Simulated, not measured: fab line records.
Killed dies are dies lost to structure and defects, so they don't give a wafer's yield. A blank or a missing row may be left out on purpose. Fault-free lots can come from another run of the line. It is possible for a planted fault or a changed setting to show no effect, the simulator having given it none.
Which tool did it?	flow sky130	24 lots with 72 wafers sampled at 5 steps, on a route of 708 steps

== WHAT EACH GAUGE READ, for each wafer ==
SKY_POLY_CUT_CD_MEAS_08: the cd target is 270 nm.
lot	measured	on	cd_nm (nm)
L074	day 25 14:19	cd_sem-02	269.8 269.2 268.0
L076	day 25 17:55	cd_sem-02	268.0 267.7 268.9
L075	day 25 18:10	cd_sem-02	268.7 268.8 269.7
L077	day 25 18:20	cd_sem-02	268.4 270.1 269.5
L078	day 25 20:04	cd_sem-02	269.9 269.7 269.2
L079	day 25 20:11	cd_sem-02	266.1 266.6 266.9
L080	day 26 20:55	cd_sem-02	271.2 270.0 270.4
L081	day 26 22:25	cd_sem-02	269.9 270.6 270.5
L082	day 27 04:14	cd_sem-01	268.7 267.9 269.3
L083	day 27 09:41	cd_sem-01	268.6 269.0 268.6
L085	day 27 21:04	cd_sem-02	270.7 271.8 270.9
L084	day 28 00:07	cd_sem-01	271.3 269.1 270.7
L086	day 28 12:53	cd_sem-01	270.7 269.1 269.2
L087	day 28 14:47	cd_sem-02	268.9 269.6 270.7
L088	day 28 21:30	cd_sem-01	267.0 267.8 268.0
L089	day 29 06:44	cd_sem-01	272.2 271.4 272.9
L090	day 30 00:54	cd_sem-02	271.3 271.8 272.0
L091	day 30 03:26	cd_sem-01	270.1 269.1 270.3
L092	day 30 20:03	cd_sem-02	271.9 271.2 270.9
L093	day 30 20:32	cd_sem-01	268.6 267.9 267.8
L094	day 31 06:31	cd_sem-01	268.2 267.5 267.7
L095	day 31 10:12	cd_sem-01	271.3 271.4 271.7
L096	day 31 13:57	cd_sem-02	270.5 269.8 269.8
L097	day 32 01:47	cd_sem-01	267.9 269.5 268.7

SKY_VIA4_BOW_MEAS_03.
lot	measured	on	VIA4_BOW (um)
L074	day 42 18:25	film_metro-02	79 91 75
L076	day 43 00:01	film_metro-02	80 78 62
L075	day 43 01:25	film_metro-02	81 78 81
L077	day 43 00:17	film_metro-01	78 67 78
L078	day 43 03:37	film_metro-01	82 91 93
L079	day 43 04:29	film_metro-02	66 79 74
L080	day 43 19:46	film_metro-04	73 76 80
L081	day 43 23:05	film_metro-02	98 81 84
L082	day 44 03:29	film_metro-04	89 95 89
L083	day 44 05:25	film_metro-02	72 70 71
L085	day 44 12:56	film_metro-02	82 69 71
L084	day 44 14:05	film_metro-04	71 84 72
L086	day 45 04:56	film_metro-04	86 81 83
L087	day 45 06:04	film_metro-02	74 78 85
L088	day 45 09:04	film_metro-04	82 88 91
L089	day 45 14:42	film_metro-04	64 82 67
L090	day 46 07:11	film_metro-02	79 98 88
L091	day 46 10:25	film_metro-02	81 88 90
L092	day 47 04:55	film_metro-04	86 84 85
L093	day 47 05:37	film_metro-02	90 87 84
L094	day 47 06:21	film_metro-01	70 86 77
L095	day 47 07:34	film_metro-02	69 68 71
L096	day 47 10:28	film_metro-04	88 77 85
L097	day 47 20:47	film_metro-04	81 81 83

== WHICH TOOL RAN EACH LOT (tool, then ch and the chambers of the sampled wafers, then the start) ==
lot	SKY_VIA2_STRIP_16	SKY_METAL3_ETCH_17	SKY_METAL4_SPUTTER_01
L074	plasma_asher-03 ch 0,1, day 37 09:49	rie_diel-03 ch 0,1,2, day 39 14:20	pvd_sputter-01, day 40 17:55
L076	plasma_asher-04 ch 0, day 37 15:46	rie_diel-04 ch 0,3, day 39 19:38	pvd_sputter-04, day 40 23:26
L075	plasma_asher-02 ch 0,1, day 37 16:04	rie_diel-03 ch 1,2, day 39 20:29	pvd_sputter-01, day 41 00:20
L077	plasma_asher-04 ch 0,1, day 37 16:16	rie_diel-04 ch 1,3, day 39 20:47	pvd_sputter-03, day 40 23:59
L078	plasma_asher-02 ch 0,1, day 37 18:13	rie_diel-03 ch 0,1,3, day 39 22:17	pvd_sputter-04, day 41 02:17
L079	plasma_asher-03 ch 0,1, day 37 19:01	rie_diel-02 ch 0,1,2, day 39 22:56	pvd_sputter-01, day 41 02:38
L080	plasma_asher-03 ch 0,1, day 38 12:58	rie_diel-04 ch 0,1,2, day 40 16:59	pvd_sputter-04, day 41 19:11
L081	plasma_asher-02 ch 0,1, day 38 15:04	rie_diel-04 ch 0,1,2, day 40 19:08	pvd_sputter-01, day 41 22:19
L082	plasma_asher-03 ch 0,1, day 38 21:37	rie_diel-02 ch 0,1,2, day 41 01:26	pvd_sputter-03, day 42 03:17
L083	plasma_asher-04 ch 0,1, day 38 22:37	rie_diel-04 ch 0,2,3, day 41 01:47	pvd_sputter-04, day 42 04:26
L085	plasma_asher-02 ch 0,1, day 39 09:13	rie_diel-02 ch 0,2,3, day 41 11:11	pvd_sputter-03, day 42 13:26
L084	plasma_asher-03 ch 0, day 39 09:34	rie_diel-03 ch 0,1,3, day 41 12:23	pvd_sputter-03, day 42 14:19
L086	plasma_asher-04 ch 0,1, day 40 00:16	rie_diel-04 ch 0, day 42 03:08	pvd_sputter-03, day 43 05:16
L087	plasma_asher-04 ch 0,1, day 40 01:43	rie_diel-03 ch 1,3, day 42 04:20	pvd_sputter-04, day 43 06:46
L088	plasma_asher-03 ch 0,1, day 40 07:07	rie_diel-03 ch 0,1,2, day 42 08:47	pvd_sputter-01, day 43 10:34
L089	plasma_asher-02 ch 0,1, day 40 13:56	rie_diel-03 ch 0,3, day 42 15:41	pvd_sputter-04, day 43 17:56
L090	plasma_asher-03 ch 0,1, day 41 05:52	rie_diel-04 ch 0,1,2, day 43 06:47	pvd_sputter-03, day 44 08:38
L091	plasma_asher-04 ch 0,1, day 41 10:16	rie_diel-04 ch 0,2, day 43 11:25	pvd_sputter-03, day 44 13:08
L092	plasma_asher-02 ch 0,1, day 42 02:07	rie_diel-02 ch 0,2, day 44 02:28	pvd_sputter-01, day 45 07:33
L093	plasma_asher-03 ch 0,1, day 42 03:55	rie_diel-04 ch 0,1,3, day 44 04:19	pvd_sputter-01, day 45 08:13
L094	plasma_asher-03 ch 0,1, day 42 08:01	rie_diel-02 ch 1,3, day 44 08:38	pvd_sputter-01, day 45 09:13
L095	plasma_asher-04 ch 0,1, day 42 11:49	rie_diel-04 ch 0,1, day 44 11:29	pvd_sputter-04, day 45 11:44
L096	plasma_asher-04 ch 0,1, day 42 14:28	rie_diel-03 ch 0,1,2, day 44 13:59	pvd_sputter-01, day 45 13:47
L097	plasma_asher-04 ch 0,1, day 43 01:06	rie_diel-03 ch 0,2,3, day 44 23:50	pvd_sputter-04, day 46 00:14
- SKY_VIA2_STRIP_16: strips in O2/N2.
- SKY_METAL3_ETCH_17: etches SiO2 in C4F8/O2/Ar, stops on TiN, time 3.9 s, target depth 15 nm.
- SKY_METAL4_SPUTTER_01: material TiN, target thk 20 nm, time 16.7 s.

== AS READ BY THE TOOLS THEMSELVES (means over the sampled wafers that have a number; for cases with no such wafer, the mark the record gives instead) ==
SKY_VIA2_STRIP_16.
lot	tool	drypump_motor_current_A (A)	oes_product_au (a.u.)	strip_time_to_endpoint_s (s)
L074	plasma_asher-03	5.5	0.397	4.072
L076	plasma_asher-04	5.7	0.396	4.059
L075	plasma_asher-02	6.3	0.398	4.027
L077	plasma_asher-04	6.0	0.403	4.050
L078	plasma_asher-02	6.3	0.398	4.059
L079	plasma_asher-03	5.6	0.398	4.034
L080	plasma_asher-03	5.6	0.399	4.035
L081	plasma_asher-02	6.5	0.400	4.050
L082	plasma_asher-03	5.5	0.395	3.999
L083	plasma_asher-04	6.3	0.395	4.016
L085	plasma_asher-02	6.3	0.404	4.055
L084	plasma_asher-03	5.8	0.393	4.053
L086	plasma_asher-04	6.3	0.397	4.062
L087	plasma_asher-04	6.3	0.397	4.023
L088	plasma_asher-03	5.5	0.401	4.041
L089	plasma_asher-02	6.6	0.399	4.038
L090	plasma_asher-03	5.5	0.393	4.036
L091	plasma_asher-04	6.3	0.393	4.025
L092	plasma_asher-02	6.3	0.399	4.072
L093	plasma_asher-03	5.5	0.399	4.064
L094	plasma_asher-03	5.5	0.396	4.051
L095	plasma_asher-04	6.0	0.403	4.058
L096	plasma_asher-04	6.0	0.396	4.039
L097	plasma_asher-04	6.3	0.395	4.021

SKY_METAL3_ETCH_17.
lot	tool	oes_product_au (a.u.)
L074	rie_diel-03	0.763
L076	rie_diel-04	0.764
L075	rie_diel-03	0.757
L077	rie_diel-04	0.757
L078	rie_diel-03	0.753
L079	rie_diel-02	0.765
L080	rie_diel-04	0.753
L081	rie_diel-04	0.764
L082	rie_diel-02	0.754
L083	rie_diel-04	0.755
L085	rie_diel-02	0.765
L084	rie_diel-03	0.758
L086	rie_diel-04	0.754
L087	rie_diel-03	0.758
L088	rie_diel-03	0.753
L089	rie_diel-03	0.760
L090	rie_diel-04	0.755
L091	rie_diel-04	0.754
L092	rie_diel-02	0.761
L093	rie_diel-04	0.756
L094	rie_diel-02	0.755
L095	rie_diel-04	0.760
L096	rie_diel-03	0.759
L097	rie_diel-03	0.761

SKY_METAL4_SPUTTER_01.
lot	tool	throttle_valve_pct (%)
L074	pvd_sputter-01	30.4
L076	pvd_sputter-04	29.7
L075	pvd_sputter-01	30.5
L077	pvd_sputter-03	30.2
L078	pvd_sputter-04	30.0
L079	pvd_sputter-01	30.4
L080	pvd_sputter-04	29.3
L081	pvd_sputter-01	30.5
L082	pvd_sputter-03	30.1
L083	pvd_sputter-04	29.3
L085	pvd_sputter-03	30.4
L084	pvd_sputter-03	30.2
L086	pvd_sputter-03	29.8
L087	pvd_sputter-04	28.9
L088	pvd_sputter-01	30.4
L089	pvd_sputter-04	29.3
L090	pvd_sputter-03	29.3
L091	pvd_sputter-03	29.4
L092	pvd_sputter-01	30.5
L093	pvd_sputter-01	30.6
L094	pvd_sputter-01	30.6
L095	pvd_sputter-04	30.0
L096	pvd_sputter-01	30.3
L097	pvd_sputter-04	28.2

== THE ANSWER, worked out from the rows above alone ==
Rule: what is usual is taken from the lots themselves. Put in order of their means at a reading, lots are off if they are a third of the lots or fewer, leave a main group of 4 or more, and stand apart from it by a gap of 3 or more times the standard deviation of the main group's means; of several such gaps the widest counts. A main group whose means are all the same, to the digits that the tables above print for the reading, isn't used. A lot without any number at a reading at which 4 lots or more have one is off too. All remaining lots with rows at the step are treated as sound. The gauges are gone through in route order, then the tools' own readings, and for those a lot's mean is taken as printed above. The first step at which some lot is off is used, and at that step the reading that is off furthest; a lot without a number counts as furthest.
None of the lots is off at any reading shown; this tells nothing.

== WHAT THE SIMULATOR HAD PUT IN ==
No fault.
